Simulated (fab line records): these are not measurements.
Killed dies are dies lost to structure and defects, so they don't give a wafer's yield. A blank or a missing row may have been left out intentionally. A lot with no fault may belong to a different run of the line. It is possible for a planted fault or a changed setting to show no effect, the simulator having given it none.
Matching of chambers + flow gf180mcu + cmp-02 running GF_V1_CMP_26: 4 sister chambers
The step polishes, stops on SiO2, t overpolish 15 s, target thk 0 nm. 4 wafers are shown with their chamber, then 7 later ones without.

WAFERS, EACH WITH ITS CHAMBER
| wafer  | chamber | motorCurrentA (A) |
|--------|---------|-------------------|
| L257.6 | 0       | 9.8               |
| L259.6 | 2       | 10.3              |
| L258.2 | 3       | 10.3              |
| L258.3 | 1       | 10.2              |

WAFERS MISSING THEIR CHAMBER
| wafer  | motorCurrentA (A) |
|--------|-------------------|
| L258.6 | 10.0              |
| L261.1 | 10.4              |
| L261.2 | 10.5              |
| L261.3 | 10.3              |
| L269.2 | 10.4              |
| L269.3 | 11.0              |
| L269.4 | 10.6              |

WHICH CHAMBER EACH ONE RAN IN
| wafer  | from the rows above               | in truth |
|--------|-----------------------------------|----------|
| L258.6 | can't be placed: 0 or 1 or 2 or 3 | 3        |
| L261.1 | can't be placed: 2 or 3 or 1 or 0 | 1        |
| L261.2 | can't be placed: 2 or 3 or 1 or 0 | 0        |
| L261.3 | can't be placed: 2 or 3 or 1 or 0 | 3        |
| L269.2 | can't be placed: 2 or 3 or 1 or 0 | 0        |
| L269.3 | can't be placed: 2 or 3 or 1 or 0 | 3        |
| L269.4 | can't be placed: 2 or 3 or 1 or 0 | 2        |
Correct placement for 0 of the 7. Can't be placed from these rows: 7 (the true chamber is among the candidates in 7). Number placed wrongly: 0.
How it was worked out, from the rows above alone: a wafer's distance from a chamber is the root of the sum, over the readings, of the square of ((its reading less the chamber's mean) divided by the reading's scatter). The wafer belongs to the nearest chamber; if the next one is less than 2 further off, it can't be placed. Each chamber's mean is taken over the wafers shown for it. The scatter: with one shown wafer a chamber, the root of the mean of the squares of how far each hidden wafer lies from its nearest shown one.
